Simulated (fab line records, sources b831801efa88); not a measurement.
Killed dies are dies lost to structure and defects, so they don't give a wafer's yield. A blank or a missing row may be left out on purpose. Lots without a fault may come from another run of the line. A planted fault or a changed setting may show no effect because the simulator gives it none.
fab line records | flow sky130
record lots=24 wafers=72 last_day=50
route steps=708 shown CONTACT@424 METAL3@569 METAL4@635 VIA4@641 METAL5@665
lots that met no fault: from a run of the same line without faults
start_h: hours from the record's first day to the start of the lot's first wafer shown | wait_h: hours since the lot's step before | " the same as in the row above | L1.1+2: a row that stands for several wafers | - no value, or no start given | * or withheld: withheld | < > ~ a bound
route shown NAME@n: a module of which the file shows steps, and the number in the route of the first | usual: mean/standard deviation of fault-free wafers | same: alike in all rows | chamber/n: place in a boat | sites: the reading at each site | _std_site: their standard deviation | _edge_site: outer sites' mean less inner sites' | radius_mm: how far each site lies from the wafer's centre | mask NAME#n: copy n | behind: the tool/chamber that last shaped the wafer | hold: why the lot was held/for how many hours/how that ended | device: the transistor (n, p or np) that didn't switch | end of line: the same wafers' tests at the end of the route | a step without rows: its recipe alone | killed: dies lost to structure and defects at the first sort, not the wafer's yield | map: a wafer's dies, x killed, . not, _ none there
set.NAME: the setting as run; set.NAME@STEP: as run at that earlier step | model.NAME: the simulator's own value behind a step, which no gauge read
steps of the route over a sample of lots; a table a step, a row a wafer
services: from which hour (start_h, from the record's first day; less than 0 if before it) a tool's chamber was out of use, for how many hours, and why
## steps
# step SKY_CONTACT_ETCH_18
# recipe target=Si3N4 chemistry=CHF3/O2 stop_on=TiN source_w=600 bias_w=200 pressure_mtorr=40 chf3_flow_sccm=50 O2_flow_sccm=5 time_s=39 target_depth_a=750
# usual drypump_motor_current_A=5.7/0.53 oes_product_au=0.854/0.01 throttle_valve_pct=8.793/0.0096
# columns lot.wafer tool chamber start_h wait_h drypump_motor_current_A oes_product_au rf_hours_counter_h throttle_valve_pct
L074.1 rie_diel-03 2 - - 4.8 0.853 11 8.802
L074.2 " 1 " " 5.7 0.846 6 8.791
L074.6 " 1 " " 5.6 0.853 - 8.777
L075.2 rie_diel-02 2 - - 5.2 0.840 3 8.786
L075.3 " 3 " " 6.4 0.859 1 8.778
L075.6 " 1 " " 5.9 0.855 - 8.800
L076.2 rie_diel-03 0 - - 5.6 0.853 8 8.793
L076.3 " 1 " " 5.7 0.848 6 8.784
L076.4 " 3 " " 6.5 0.882 28 8.794
L077.2 rie_diel-02 0 - - 5.2 0.855 11 8.792
L077.4 " 1 " " 5.9 0.833 9 8.769
L077.5 " 3 " " 6.4 0.841 - 8.785
L078.1 rie_diel-03 3 - - 6.5 0.853 29 8.801
L078.3 " 2 " " 4.9 0.859 12 8.789
L078.5 " 3 " " 6.5 0.851 - 8.799
L079.1 rie_diel-02 3 - - 6.4 0.852 3 8.784
L079.4 " 1 " " 5.9 0.856 9 8.782
L079.6 " 0 " " 5.2 0.870 - 8.806
L080.1 rie_diel-03 3 - - 6.5 0.858 30 8.797
L080.3 " 2 " " 4.8 0.847 13 8.784
L080.6 " 3 " " 6.5 0.870 - 8.794
L081.1 rie_diel-02 3 - - 6.4 0.845 3 8.777
L081.3 " 1 " " 5.9 0.827 10 8.784
L081.4 " 2 " " 5.2 0.854 5 8.801
L083.1 rie_diel-02 3 - - 6.4 0.856 4 8.787
L083.2 " 2 " " 5.2 0.856 6 8.796
L083.6 " 0 " " 5.2 0.859 - 8.789
L082.2 rie_diel-02 0 - - 5.2 0.859 13 8.805
L082.4 " 1 " " 5.9 0.859 11 8.791
L082.5 " 0 " " 5.2 0.851 - 8.790
L084.1 rie_diel-03 3 - - 6.5 0.834 31 8.781
L084.4 " 0 " " 5.6 0.858 11 8.784
L084.5 " 2 " " 4.8 0.872 - 8.801
L086.1 rie_diel-04 2 - - 5.3 0.845 1 8.790
L086.3 " 1 " " 6.2 0.865 6 8.795
L086.6 " 3 " " 6.1 0.855 - 8.807
L085.1 rie_diel-02 1 - - 5.9 0.845 11 8.790
L085.4 " 2 " " 5.2 0.865 6 8.791
L085.5 " 1 " " 6.0 0.865 - 8.800
L087.1 rie_diel-02 3 - - 6.4 0.838 5 8.780
L087.4 " 0 " " 5.2 0.853 13 8.794
L087.5 " 1 " " 6.0 0.847 - 8.795
L088.1 rie_diel-02 3 - - 6.4 0.845 5 8.788
L088.2 " 2 " " 5.2 0.859 7 8.791
L088.6 " 2 " " 5.2 0.856 - 8.791
L089.2 rie_diel-02 1 - - 6.0 0.831 12 8.778
L089.3 " 3 " " 6.4 0.857 5 8.774
L089.5 " 3 " " 6.5 0.861 - 8.792
L090.1 rie_diel-03 2 - - 4.8 0.855 16 8.794
L090.2 " 3 " " 6.5 0.860 32 8.790
L090.5 " 0 " " 5.6 0.866 - 8.784
L091.1 rie_diel-03 3 - - 6.5 0.848 32 8.814
L091.2 " 2 " " 4.9 0.865 16 8.782
L091.5 " 2 " " 4.8 0.845 - 8.791
L092.1 rie_diel-04 2 - - 5.3 0.857 2 8.807
L092.4 " 0 " " 5.5 0.851 12 8.794
L092.6 " 3 " " 6.1 0.850 - 8.787
L093.1 rie_diel-02 3 - - 6.4 0.849 6 8.809
L093.2 " 0 " " 5.2 0.841 15 8.784
L093.3 " 2 " " 5.2 0.862 8 8.797
L094.1 rie_diel-02 3 - - 6.4 0.850 7 8.796
L094.2 " 2 " " 5.2 0.856 8 8.802
L094.6 " 2 " " 5.2 0.864 - 8.800
L095.1 rie_diel-04 2 - - 5.3 0.857 3 8.800
L095.2 " 1 " " 6.2 0.840 9 8.783
L095.6 " 1 " " 6.2 0.863 - 8.781
L097.3 rie_diel-04 3 - - 6.1 0.854 16 8.804
L097.4 " 1 " " 6.2 0.851 9 8.798
L097.5 " 1 " " 6.2 0.849 - 8.790
L096.1 rie_diel-02 3 - - 6.4 0.859 7 8.800
L096.3 " 1 " " 6.0 0.854 14 8.814
L096.5 " 0 " " 5.2 0.853 - 8.797
# step SKY_METAL3_STRIP_19
# recipe chemistry=O2/N2 power_w=1400 pressure_mtorr=1500 platen_temp_c=withheld o2_flow_sccm=3000 n2_flow_sccm=300 overash_fraction=0.5
# usual drypump_motor_current_A=5.9/0.3 oes_product_au=0.502/0.0067 strip_time_to_endpoint_s=6.54/0.12
# columns lot.wafer tool chamber start_h wait_h drypump_motor_current_A oes_product_au rf_hours_counter_h strip_time_to_endpoint_s
L074.1 plasma_asher-04 0 902.95 0.1 6.0 0.515 15 6.80
L074.2 " 1 " " 6.0 0.501 15 6.48
L074.6 " 1 " " 6.0 0.515 - 6.84
L075.2 plasma_asher-02 0 906.78 0.2 5.9 0.490 107 6.44
L075.3 " 0 " " 5.8 0.496 - 6.41
L075.6 " 1 " " 5.4 0.500 - 6.38
L076.2 plasma_asher-04 0 915.39 0.1 6.1 0.508 17 6.75
L076.3 " 1 " " 6.1 0.502 - 6.50
L076.4 " 0 " " 6.1 0.515 - 6.76
L077.2 plasma_asher-04 1 926.40 0.1 6.0 0.495 18 6.50
L077.4 " 1 " " 6.0 0.508 - 6.68
L077.5 " 1 " " 6.1 0.503 - 6.45
L078.1 plasma_asher-02 1 933.31 0.1 5.5 0.502 109 6.68
L078.3 " 0 " " 5.9 0.513 - 6.69
L078.5 " 0 " " 5.9 0.509 - 6.74
L079.1 plasma_asher-04 0 945.70 0.1 6.1 0.511 20 6.70
L079.4 " 0 " " 6.0 0.507 - 6.44
L079.6 " 0 " " 6.1 0.500 - 6.42
L080.1 plasma_asher-04 0 959.36 0.1 6.0 0.509 21 6.54
L080.3 " 1 " " 6.1 0.501 - 6.64
L080.6 " 1 " " 6.1 0.499 - 6.46
L081.1 plasma_asher-04 0 960.11 0.1 6.1 0.499 21 6.43
L081.3 " 1 " " 6.0 0.501 - 6.55
L081.4 " 0 " " 6.0 0.504 - 6.46
L083.1 plasma_asher-03 1 970.02 0.1 6.5 0.496 87 6.58
L083.2 " 0 " " 5.9 0.503 87 6.73
L083.6 " 0 " " 5.8 0.503 - 6.59
L082.2 plasma_asher-02 0 975.71 0.1 5.8 0.507 113 6.61
L082.4 " 0 " " 5.8 0.493 - 6.42
L082.5 " 0 " " 5.8 0.510 - 6.58
L084.1 plasma_asher-04 1 977.76 0.1 6.0 0.496 23 6.38
L084.4 " 1 " " 6.0 0.500 - 6.40
L084.5 " 0 " " 6.1 0.504 - 6.59
L086.1 plasma_asher-02 0 990.91 0.1 5.9 0.497 115 6.49
L086.3 " 1 " " 5.5 0.500 - 6.53
L086.6 " 1 " " 5.5 0.507 - 6.64
L085.1 plasma_asher-02 0 995.35 0.1 5.9 0.497 115 6.51
L085.4 " 0 " " 5.8 0.516 - 6.76
L085.5 " 0 " " 5.8 0.496 - 6.47
L087.1 plasma_asher-02 0 1006.31 0.1 5.8 0.497 116 6.57
L087.4 " 1 " " 5.4 0.508 - 6.53
L087.5 " 0 " " 5.8 0.509 - 6.53
L088.1 plasma_asher-02 1 1010.21 0.1 5.5 0.484 117 6.44
L088.2 " 0 " " 5.8 0.506 117 6.60
L088.6 " 0 " " 5.9 0.498 - 6.62
L089.2 plasma_asher-03 0 1014.56 0.1 5.9 0.492 92 6.41
L089.3 " 0 " " 5.9 0.504 - 6.49
L089.5 " 1 " " 6.5 0.506 - 6.49
L090.1 plasma_asher-03 1 1019.59 0.1 6.5 0.509 92 6.72
L090.2 " 0 " " 5.9 0.499 92 6.55
L090.5 " 0 " " 5.9 0.511 - 6.79
L091.1 plasma_asher-02 0 1022.20 0.1 5.8 0.505 117 6.52
L091.2 " 1 " " 5.4 0.506 117 6.51
L091.5 " 0 " " 5.9 0.503 - 6.56
L092.1 plasma_asher-03 1 1031.95 0.1 6.5 0.504 93 6.40
L092.4 " 1 " " 6.5 0.502 - 6.38
L092.6 " 1 " " 6.5 0.492 - 6.41
L093.1 plasma_asher-03 0 1040.61 0.1 5.9 0.501 94 6.48
L093.2 " 1 " " 6.5 0.497 94 6.44
L093.3 " 0 " " 5.9 0.495 - 6.47
L094.1 plasma_asher-02 1 1044.11 0.1 5.4 0.514 119 6.60
L094.2 " 0 " " 5.8 0.499 119 6.44
L094.6 " 1 " " 5.4 0.493 - 6.45
L095.1 plasma_asher-04 1 1056.04 0.1 6.0 0.507 31 6.60
L095.2 " 0 " " 6.1 0.490 31 6.41
L095.6 " 0 " " 6.1 0.495 - 6.63
L097.3 plasma_asher-02 0 1069.14 0.1 5.9 0.500 - 6.53
L097.4 " 1 " " 5.4 0.507 - 6.73
L097.5 " 0 " " 5.9 0.499 - 6.47
L096.1 plasma_asher-04 0 1070.16 0.1 6.0 0.488 33 6.39
L096.3 " 1 " " 6.1 0.504 - 6.47
L096.5 " 0 " " 6.1 0.494 - 6.27
# step SKY_METAL4_STRIP_19
# recipe chemistry=O2/N2 power_w=1400 pressure_mtorr=1500 platen_temp_c=withheld o2_flow_sccm=3000 n2_flow_sccm=300 overash_fraction=0.5
# usual drypump_motor_current_A=5.9/0.47 oes_product_au=0.499/0.0063 strip_time_to_endpoint_s=6.47/0.11
# columns lot.wafer tool chamber start_h wait_h drypump_motor_current_A oes_product_au rf_hours_counter_h strip_time_to_endpoint_s
L074.1 plasma_asher-03 0 981.35 0.1 5.9 0.512 88 6.63
L074.2 " 1 " " 6.6 0.497 88 6.42
L074.6 " 0 " " 5.9 0.490 - 6.35
L075.2 plasma_asher-04 1 984.70 0.1 6.0 0.501 24 6.44
L075.3 " 1 " " 6.0 0.494 - 6.46
L075.6 " 1 " " 6.0 0.501 - 6.41
L076.2 plasma_asher-04 0 992.36 0.1 6.0 0.508 25 6.71
L076.3 " 0 " " 6.1 0.509 - 6.62
L076.4 " 1 " " 6.1 0.506 - 6.72
L077.2 plasma_asher-04 1 1003.73 0.2 6.1 0.515 26 6.64
L077.4 " 1 " " 6.0 0.497 - 6.59
L077.5 " 0 " " 6.1 0.511 - 6.64
L078.1 plasma_asher-04 0 1009.51 0.1 6.0 0.499 26 6.61
L078.3 " 0 " " 6.0 0.495 - 6.41
L078.5 " 1 " " 6.1 0.497 - 6.37
L079.1 plasma_asher-03 1 1020.54 0.3 6.5 0.495 92 6.41
L079.4 " 0 " " 5.9 0.511 - 6.52
L079.6 " 1 " " 6.5 0.496 - 6.48
L080.1 plasma_asher-01 1 1033.91 0.1 5.2 0.497 60 6.57
L080.3 " 1 " " 5.2 0.499 - 6.40
L080.6 " 1 " " 5.2 0.501 - 6.53
L081.1 plasma_asher-01 0 1034.75 0.1 5.2 0.493 60 6.39
L081.3 " 0 " " 5.2 0.500 - 6.50
L081.4 " 1 " " 5.1 0.490 - 6.38
L083.1 plasma_asher-01 0 1043.51 0.1 5.2 0.506 61 6.53
L083.2 " 1 " " 5.2 0.510 61 6.52
L083.6 " 0 " " 5.2 0.512 - 6.52
L082.2 plasma_asher-03 0 1049.57 0.2 5.9 0.496 95 6.42
L082.4 " 0 " " 5.9 0.491 - 6.42
L082.5 " 0 " " 5.9 0.497 - 6.39
L084.1 plasma_asher-03 1 1051.13 0.3 6.5 0.497 96 6.38
L084.4 " 0 " " 5.9 0.501 - 6.41
L084.5 " 1 " " 6.5 0.501 - 6.37
L086.1 plasma_asher-04 1 1063.33 0.3 6.0 0.501 32 6.41
L086.3 " 0 " " 6.1 0.498 - 6.36
L086.6 " 1 " " 6.1 0.487 - 6.29
L085.1 plasma_asher-01 1 1067.21 0.1 5.2 0.501 63 6.57
L085.4 " 1 " " 5.2 0.493 - 6.44
L085.5 " 1 " " 5.2 0.493 - 6.41
L087.1 plasma_asher-04 1 1076.61 0.1 6.1 0.495 33 6.40
L087.4 " 1 " " 6.0 0.490 - 6.47
L087.5 " 1 " " 6.0 0.495 - 6.43
L088.1 plasma_asher-03 0 1080.85 0.1 5.8 0.502 99 6.59
L088.2 " 1 " " 6.5 0.488 99 6.30
L088.6 " 1 " " 6.5 0.502 - 6.59
L089.2 plasma_asher-01 0 1085.35 0.1 5.2 0.497 65 6.46
L089.3 " 1 " " 5.2 0.494 - 6.40
L089.5 " 1 " " 5.2 0.494 - 6.41
L090.1 plasma_asher-04 0 1089.06 0.1 6.0 0.499 34 6.59
L090.2 " 1 " " 6.1 0.504 34 6.58
L090.5 " 0 " " 6.0 0.510 - 6.56
L091.1 plasma_asher-01 0 1091.10 0.1 5.2 0.495 65 6.32
L091.2 " 1 " " 5.2 0.497 65 6.61
L091.5 " 1 " " 5.2 0.509 - 6.66
L092.1 plasma_asher-03 1 1100.06 0.1 6.5 0.492 101 6.35
L092.4 " 0 " " 5.9 0.499 - 6.47
L092.6 " 0 " " 5.8 0.484 - 6.29
L093.1 plasma_asher-03 0 1107.96 0.1 5.9 0.494 102 6.26
L093.2 " 1 " " 6.5 0.501 102 6.54
L093.3 " 0 " " 5.9 0.497 - 6.31
L094.1 plasma_asher-03 0 1110.84 0.1 5.8 0.504 102 6.53
L094.2 " 1 " " 6.5 0.497 102 6.41
L094.6 " 1 " " 6.5 0.507 - 6.61
L095.1 plasma_asher-04 0 1122.91 0.1 6.1 0.504 38 6.57
L095.2 " 1 " " 6.0 0.501 38 6.37
L095.6 " 1 " " 6.0 0.492 - 6.37
L097.3 plasma_asher-01 1 1133.33 0.2 5.2 0.498 - 6.44
L097.4 " 0 " " 5.2 0.497 - 6.48
L097.5 " 1 " " 5.2 0.498 - 6.42
L096.1 plasma_asher-03 0 1134.33 0.1 5.9 0.497 105 6.37
L096.3 " 0 " " 5.9 0.501 - 6.57
L096.5 " 0 " " 5.9 0.498 - 6.50
# step SKY_VIA4_CMP_02
# recipe material=SiO2 down_force_psi=4 platen_rpm=60 pad_velocity_m_s=0.94248
# usual edge_zone_pressure_frac=0.999/0.0054 motor_current_A=11.5/1.2
# columns lot.wafer tool chamber start_h wait_h edge_zone_pressure_frac motor_current_A
L074.2 cmp-02 3 982.38 0.2 1.011 9.8
L074.1 " 0 " " 0.999 13.1
L074.6 " 1 " " 0.997 11.3
L075.2 cmp-01 3 985.53 0.0 0.998 12.1
L075.3 " 0 " " 1.000 9.7
L075.6 " 0 " " 0.996 10.4
L076.3 cmp-01 3 993.24 0.1 1.003 12.1
L076.4 " 0 " " 0.997 10.7
L076.2 " 1 " " 1.003 10.8
L077.2 cmp-01 2 1004.62 0.1 1.007 13.6
L077.4 " 0 " " 0.993 10.3
L077.5 " 1 " " 0.994 11.0
L078.1 cmp-01 2 1010.34 0.1 1.005 13.3
L078.3 " 0 " " 1.005 10.4
L078.5 " 2 " " 1.003 13.3
L079.1 cmp-01 2 1021.42 0.1 0.994 14.6
L079.4 " 0 " " 0.991 10.1
L079.6 " 1 " " 1.009 11.4
L080.1 cmp-02 2 1034.85 0.1 1.002 10.8
L080.3 " 3 " " 0.989 10.0
L080.6 " 1 " " 1.000 11.6
L081.4 cmp-01 2 1035.59 0.0 0.999 13.8
L081.1 " 0 " " 0.999 10.5
L081.3 " 1 " " 0.995 11.6
L083.1 cmp-02 1 1044.34 0.1 0.994 10.7
L083.2 " 2 " " 1.004 9.9
L083.6 " 2 " " 1.011 10.4
L082.4 cmp-01 3 1050.40 0.0 1.002 12.3
L082.2 " 0 " " 0.996 10.0
L082.5 " 0 " " 1.001 10.3
L084.1 cmp-02 3 1051.97 0.1 0.991 10.5
L084.4 " 2 " " 1.003 10.6
L084.5 " 3 " " 0.987 9.9
L086.3 cmp-02 0 1064.27 0.1 0.997 13.1
L086.1 " 1 " " 0.992 11.4
L086.6 " 2 " " 0.997 10.5
L085.4 cmp-01 0 1068.04 0.0 0.991 10.4
L085.1 " 2 " " 0.994 13.5
L085.5 " 1 " " 1.005 11.0
L087.1 cmp-02 3 1077.49 0.1 0.992 10.0
L087.4 " 1 " " 1.001 10.8
L087.5 " 3 " " 0.993 10.6
L088.2 cmp-02 3 1081.79 0.2 0.991 10.1
L088.1 " 0 " " 1.000 13.6
L088.6 " 1 " " 1.007 11.7
L089.2 cmp-01 2 1086.30 0.2 1.007 13.6
L089.3 " 0 " " 1.009 10.3
L089.5 " 2 " " 1.004 14.5
L090.2 cmp-02 1 1089.94 0.1 0.999 11.4
L090.1 " 3 " " 1.002 9.5
L090.5 " 1 " " 1.006 11.1
L091.2 cmp-02 3 1091.98 0.1 1.003 9.7
L091.1 " 1 " " 0.993 10.6
L091.5 " 3 " " 0.999 10.4
L092.1 cmp-02 2 1100.99 0.1 1.005 10.2
L092.4 " 3 " " 0.994 10.5
L092.6 " 1 " " 0.993 11.4
L093.2 cmp-01 0 1108.84 0.1 1.010 10.0
L093.3 " 1 " " 1.001 11.7
L093.1 " 2 " " 1.002 13.3
L094.1 cmp-02 3 1111.67 0.1 0.990 10.2
L094.2 " 0 " " 0.997 13.1
L094.6 " 0 " " 1.002 12.6
L095.1 cmp-01 3 1123.75 0.1 0.995 12.6
L095.2 " 2 " " 1.003 14.1
L095.6 " 0 " " 1.009 9.8
L097.4 cmp-02 2 1134.67 0.6 1.005 10.9
L097.3 " 0 " " 1.006 13.0
L097.5 " 1 " " 0.999 10.9
L096.3 cmp-02 1 1135.52 0.4 0.993 11.8
L096.1 " 2 " " 1.001 11.0
L096.5 " 2 " " 1.001 10.2
# step SKY_VIA4_RS_MEAS_19
# recipe thk_meas_gauge=four-point-probe reads=W_of_VIA4_CVD_18+TiN_of_VIA4_SPUTTER_17
# usual VIA4_W_RS=0.2285/0.0028
# columns lot.wafer tool chamber start_h wait_h VIA4_W_RS[ohm/sq]
L074.1 film_metro-02 - 1007.39 0.1 0.2314
L074.2 " - " " 0.2275
L074.6 " - " " 0.2269
L075.2 film_metro-02 - 1010.39 0.1 0.2321
L075.3 " - " " 0.2297
L075.6 " - " " 0.2296
L076.2 film_metro-02 - 1018.16 0.1 0.2305
L076.3 " - " " 0.2303
L076.4 " - " " 0.2284
L077.2 film_metro-03 - 1028.70 0.1 0.2340
L077.4 " - " " 0.2347
L077.5 " - " " 0.2309
L078.1 film_metro-02 - 1033.99 0.1 0.2276
L078.3 " - " " 0.2273
L078.5 " - " " 0.2292
L079.1 film_metro-02 - 1044.84 0.1 0.2291
L079.4 " - " " 0.2301
L079.6 " - " " 0.2278
L080.1 film_metro-01 - 1058.52 0.1 0.2276
L080.3 " - " " 0.2286
L080.6 " - " " 0.2279
L081.1 film_metro-01 - 1059.04 0.1 0.2246
L081.3 " - " " 0.2285
L081.4 " - " " 0.2248
L083.1 film_metro-03 - 1067.07 0.1 0.2311
L083.2 " - " " 0.2261
L083.6 " - " " 0.2318
L082.2 film_metro-02 - 1072.87 0.1 0.2254
L082.4 " - " " 0.2275
L082.5 " - " " 0.2236
L084.1 film_metro-02 - 1074.39 0.1 0.2288
L084.4 " - " " 0.2271
L084.5 " - " " 0.2285
L086.1 film_metro-03 - 1086.64 0.1 0.2295
L086.3 " - " " 0.2313
L086.6 " - " " 0.2248
L085.1 film_metro-03 - 1090.68 0.1 0.2283
L085.4 " - " " 0.2310
L085.5 " - " " 0.2286
L087.1 film_metro-03 - 1099.08 0.1 0.2257
L087.4 " - " " 0.2289
L087.5 " - " " 0.2235
L088.1 film_metro-03 - 1103.30 0.1 0.2225
L088.2 " - " " 0.2231
L088.6 " - " " 0.2241
L089.2 film_metro-02 - 1107.74 0.1 0.2260
L089.3 " - " " 0.2283
L089.5 " - " " 0.2261
L090.1 film_metro-01 - 1111.45 0.1 0.2296
L090.2 " - " " 0.2274
L090.5 " - " " 0.2285
L091.1 film_metro-02 - 1113.58 0.1 0.2297
L091.2 " - " " 0.2287
L091.5 " - " " 0.2286
L092.1 film_metro-02 - 1121.94 0.1 0.2277
L092.4 " - " " 0.2310
L092.6 " - " " 0.2335
L093.1 film_metro-03 - 1129.79 0.1 0.2307
L093.2 " - " " 0.2312
L093.3 " - " " 0.2314
L094.1 film_metro-01 - 1132.36 0.1 0.2282
L094.2 " - " " 0.2271
L094.6 " - " " 0.2241
L095.1 film_metro-02 - 1143.89 0.1 0.2288
L095.2 " - " " 0.2261
L095.6 " - " " 0.2256
L097.3 film_metro-02 - 1153.59 0.1 0.2274
L097.4 " - " " 0.2321
L097.5 " - " " 0.2274
L096.1 film_metro-01 - 1155.29 0.1 0.2318
L096.3 " - " " 0.2288
L096.5 " - " " 0.2306
# step SKY_METAL5_SPUTTER_04
# recipe material=TiN target_thk_nm=70 power_w=6500 time_s=58.3 chamber_pressure_pa=0.4
# usual throttle_valve_pct=29.6/1.2
# columns lot.wafer tool chamber start_h wait_h throttle_valve_pct
L074.1 pvd_sputter-01 - 1007.99 0.0 32.0
L074.2 " - " " 30.8
L074.6 " - " " 28.1
L075.2 pvd_sputter-02 - 1010.97 0.0 29.1
L075.3 " - " " 29.3
L075.6 " - " " 28.0
L076.2 pvd_sputter-02 - 1018.74 0.0 29.3
L076.3 " - " " 28.0
L076.4 " - " " 29.4
L077.2 pvd_sputter-04 - 1029.28 0.0 28.8
L077.4 " - " " 30.8
L077.5 " - " " 30.9
L078.1 pvd_sputter-04 - 1034.59 0.0 30.2
L078.3 " - " " 31.3
L078.5 " - " " 30.7
L079.1 pvd_sputter-01 - 1045.44 0.0 32.2
L079.4 " - " " 31.9
L079.6 " - " " 29.1
L080.1 pvd_sputter-01 - 1059.27 0.0 31.1
L080.3 " - " " 31.9
L080.6 " - " " 28.9
L081.1 pvd_sputter-04 - 1060.17 0.0 30.7
L081.3 " - " " 28.6
L081.4 " - " " 31.1
L083.1 pvd_sputter-01 - 1067.71 0.0 31.0
L083.2 " - " " 28.3
L083.6 " - " " 28.1
L082.2 pvd_sputter-02 - 1073.69 0.0 28.4
L082.4 " - " " 28.0
L082.5 " - " " 28.1
L084.1 pvd_sputter-02 - 1075.16 0.0 28.2
L084.4 " - " " 29.2
L084.5 " - " " 28.1
L086.1 pvd_sputter-02 - 1087.23 0.0 27.9
L086.3 " - " " 29.2
L086.6 " - " " 28.2
L085.1 pvd_sputter-02 - 1091.28 0.0 28.1
L085.4 " - " " 28.4
L085.5 " - " " 27.9
L087.1 pvd_sputter-04 - 1099.67 0.0 30.9
L087.4 " - " " 28.6
L087.5 " - " " 30.1
L088.1 pvd_sputter-04 - 1103.89 0.0 30.9
L088.2 " - " " 30.4
L088.6 " - " " 31.0
L089.2 pvd_sputter-01 - 1108.32 0.0 28.2
L089.3 " - " " 31.1
L089.5 " - " " 28.3
L090.1 pvd_sputter-02 - 1112.04 0.0 28.2
L090.2 " - " " 28.1
L090.5 " - " " 29.6
L091.1 pvd_sputter-04 - 1114.18 0.0 29.0
L091.2 " - " " 30.7
L091.5 " - " " 30.4
L092.1 pvd_sputter-02 - 1122.54 0.0 29.2
L092.4 " - " " 28.2
L092.6 " - " " 29.2
L093.1 pvd_sputter-04 - 1130.38 0.0 30.5
L093.2 " - " " 31.5
L093.3 " - " " 28.8
L094.1 pvd_sputter-02 - 1133.02 0.0 29.2
L094.2 " - " " 27.8
L094.6 " - " " 29.0
L095.1 pvd_sputter-04 - 1144.49 0.0 28.6
L095.2 " - " " 30.8
L095.6 " - " " 30.7
L097.3 pvd_sputter-01 - 1154.15 0.0 28.3
L097.4 " - " " 29.1
L097.5 " - " " 28.4
L096.1 pvd_sputter-04 - 1155.88 0.0 28.8
L096.3 " - " " 30.8
L096.5 " - " " 30.6
## services
# columns tool chamber start_h hours kind
plasma_asher-04 - 733.75 9.0 pm
cmp-02 - 744.00 4.0 pm
plasma_asher-04 - 750.26 10.0 pm
cmp-01 - 754.60 0.4 repair
cmp-01 - 761.44 1.8 repair
cmp-01 - 766.44 0.6 repair
rie_diel-02 - 787.82 2.8 pm
plasma_asher-04 - 797.02 2.8 pm
cmp-02 - 854.05 4.4 pm
rie_diel-02 1 869.65 4.2 repair
plasma_asher-03 - 911.56 3.2 repair
cmp-01 - 912.00 4.0 pm
cmp-01 - 930.32 1.3 repair
rie_diel-02 - 950.67 0.4 repair
plasma_asher-03 - 958.84 1.6 repair
cmp-02 - 967.68 1.8 repair
cmp-02 - 980.76 1.5 repair
cmp-02 - 985.39 1.1 repair
cmp-02 - 990.02 0.4 repair
plasma_asher-03 - 990.17 1.4 repair
rie_diel-02 1 1052.08 57.6 repair
plasma_asher-03 - 1073.49 0.9 repair
cmp-02 - 1084.20 4.0 pm
rie_diel-02 - 1130.53 14.6 pm
## key
fault none
